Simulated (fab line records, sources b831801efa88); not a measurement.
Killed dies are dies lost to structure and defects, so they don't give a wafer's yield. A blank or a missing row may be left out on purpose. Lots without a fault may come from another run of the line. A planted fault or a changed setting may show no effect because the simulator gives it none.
Problem report in the 8D (eight disciplines) form, filled by code | flow sky130 | the parts of the form that need people (team, actions taken, sign-off) are left out

1. THE PROBLEM
POLY_GATE_CVD_00_THK at SKY_POLY_GATE_THK_MEAS_01 reads a mean of 156.3 nm on 9 wafers of 3 lots; wafers without a fault read 179.1 nm with a standard deviation of 1.6. That is -14 standard deviations from the usual mean.
First seen on wafer L575.2, day 16 22:36, on film_metro-01. The record holds 30 wafers of 10 lots with a number at this step. Rule for "out", or "out of limits": more than 4 standard deviations from the usual mean. The other wafers with a number count as sound.

2. WHAT IT IS AND WHAT IT IS NOT
question                    | is                           | is not
which readings at this step | POLY_GATE_CVD_00_THK         | -
which lots                  | L575, L576, L577             | L567, L571, L584, L586, L587, L588, L589
which wafers of those lots  | all that have a number       | -
read on which gauges        | film_metro-01, film_metro-02 | film_metro-03
when                        | from day 16 22:36            | up to then (6 sound wafers); but 15 sound wafers of L584, L586, L587, L588, L589 came after

3. SUSPECTS, AND WHAT RULES EACH OUT
Counting: a tool at a process step up to the reading stays a suspect if it ran every lot that is out and no sound lot after the first of them.
- the gauge at SKY_POLY_GATE_THK_MEAS_01: ruled out. The wafers that are out were read on 2 gauges (film_metro-01, film_metro-02).
- lpcvd-01 at SKY_POLY_GATE_CVD_00 (deposits poly-Si, target thk 180 nm, time 720 s): ruled out as a lasting fault. Sound lots L584, L586, L587, L588, L589 ran on it after its first lot that is out, L575 (day 16 21:23).
Left after counting: nothing in the record.

4. THE CAUSE (what the simulator had put in)
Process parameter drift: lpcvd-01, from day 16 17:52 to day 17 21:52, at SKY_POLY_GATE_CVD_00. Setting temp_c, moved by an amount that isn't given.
Counting ruled it out, wrongly: the rule takes a fault to strike every lot that its tool runs from its start on, and this one did not.

5. THE CHAIN OF EFFECTS, in route order
Each row: a reading whose mean over the struck wafers that have a number lies more than 3 standard deviations from the usual. Only readings for which the record gives a usual standard deviation are gone through. hours: the time from each lot's start at the first step in this table that gives one to its start at this step, as a median over the lots. sigmas: the change in usual standard deviations.
hours | step                      | reading              | usual      | on struck wafers | change | sigmas
0     | SKY_POLY_GATE_CVD_00      | spike_tc_bottom_C    | 639.4 C    | 633.0            | -6.4   | -5.8
0     | SKY_POLY_GATE_CVD_00      | spike_tc_centre_C    | 621.9 C    | 616.0            | -5.9   | -4.5
0     | SKY_POLY_GATE_CVD_00      | spike_tc_lower_C     | 621.7 C    | 615.5            | -6.2   | -5.6
0     | SKY_POLY_GATE_CVD_00      | spike_tc_top_C       | 636.3 C    | 630.9            | -5.4   | -3.2
0     | SKY_POLY_GATE_CVD_00      | spike_tc_upper_C     | 620.7 C    | 614.5            | -6.2   | -3.9
1     | SKY_POLY_GATE_THK_MEAS_01 | POLY_GATE_CVD_00_THK | 179.1 nm   | 156.3            | -22.8  | -14
64    | SKY_POLY_GATE_ETCH_17     | oes_product_au       | 0.985 a.u. | 0.898            | -0.087 | -12
The process steps in it:
- SKY_POLY_GATE_CVD_00: deposits poly-Si, target thk 180 nm, time 720 s.
- SKY_POLY_GATE_ETCH_17: etches poly-Si in HBr/Cl2, stops on SiO2, target depth 180 nm, time 70.5 s.

6. WHAT WOULD HAVE CAUGHT IT SOONER
In this record the first reading out of limits at a measuring or inspecting step was taken at day 16 22:36, 5 hours after the fault began at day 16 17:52.
The tool's own readings at SKY_POLY_GATE_CVD_00 were out on every struck wafer that the step has a row for (spike_tc_bottom_C): an alarm limit on them would have fired on the first of those.
